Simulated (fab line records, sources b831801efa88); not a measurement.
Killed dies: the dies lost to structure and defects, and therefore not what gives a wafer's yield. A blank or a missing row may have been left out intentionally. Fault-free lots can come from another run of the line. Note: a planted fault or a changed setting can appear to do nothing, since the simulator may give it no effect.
Chamber matching / flow gf180mcu / cmp-02 running GF_V5_CMP_04: 4 sister chambers
The step polishes SiO2. 4 wafers are shown with their chamber, then 10 later ones without.

== WAFERS PAIRED WITH THEIR CHAMBERS ==
wafer=L720.1; chamber=1; motorCurrentA (A)=13.2
wafer=L720.6; chamber=2; motorCurrentA (A)=10.6
wafer=L723.2; chamber=3; motorCurrentA (A)=11.0
wafer=L723.4; chamber=0; motorCurrentA (A)=11.7

== WAFERS WHOSE CHAMBER IS MISSING ==
wafer=L723.6; motorCurrentA (A)=13.2
wafer=L729.1; motorCurrentA (A)=11.8
wafer=L729.2; motorCurrentA (A)=11.9
wafer=L729.3; motorCurrentA (A)=13.1
wafer=L731.2; motorCurrentA (A)=10.1
wafer=L731.3; motorCurrentA (A)=12.7
wafer=L731.4; motorCurrentA (A)=12.1
wafer=L733.1; motorCurrentA (A)=9.9
wafer=L733.5; motorCurrentA (A)=11.7
wafer=L733.6; motorCurrentA (A)=10.2

== THE CHAMBER EACH PASSED THROUGH ==
wafer=L723.6; from the rows above=1; in truth=1
wafer=L729.1; from the rows above=can't be placed: 0 or 3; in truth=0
wafer=L729.2; from the rows above=can't be placed: 0 or 3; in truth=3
wafer=L729.3; from the rows above=1; in truth=1
wafer=L731.2; from the rows above=can't be placed: 2 or 3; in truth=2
wafer=L731.3; from the rows above=can't be placed: 1 or 0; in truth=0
wafer=L731.4; from the rows above=can't be placed: 0 or 1 or 3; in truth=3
wafer=L733.1; from the rows above=can't be placed: 2 or 3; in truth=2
wafer=L733.5; from the rows above=can't be placed: 0 or 3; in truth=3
wafer=L733.6; from the rows above=can't be placed: 2 or 3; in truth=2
Correct placement for 2 of the 10. These rows do not allow placing 8 (true chamber among the candidates in 8). 0 placed wrongly.
How it was worked out, from the rows above alone: a wafer's distance from a chamber is the root of the sum, over the readings, of the square of ((its reading less the chamber's mean) divided by the reading's scatter). The wafer belongs to the nearest chamber; if the next one is less than 2 further off, it can't be placed. A chamber's mean is the mean of its shown wafers. The scatter: with one shown wafer a chamber, the root of the mean of the squares of how far each hidden wafer lies from its nearest shown one.
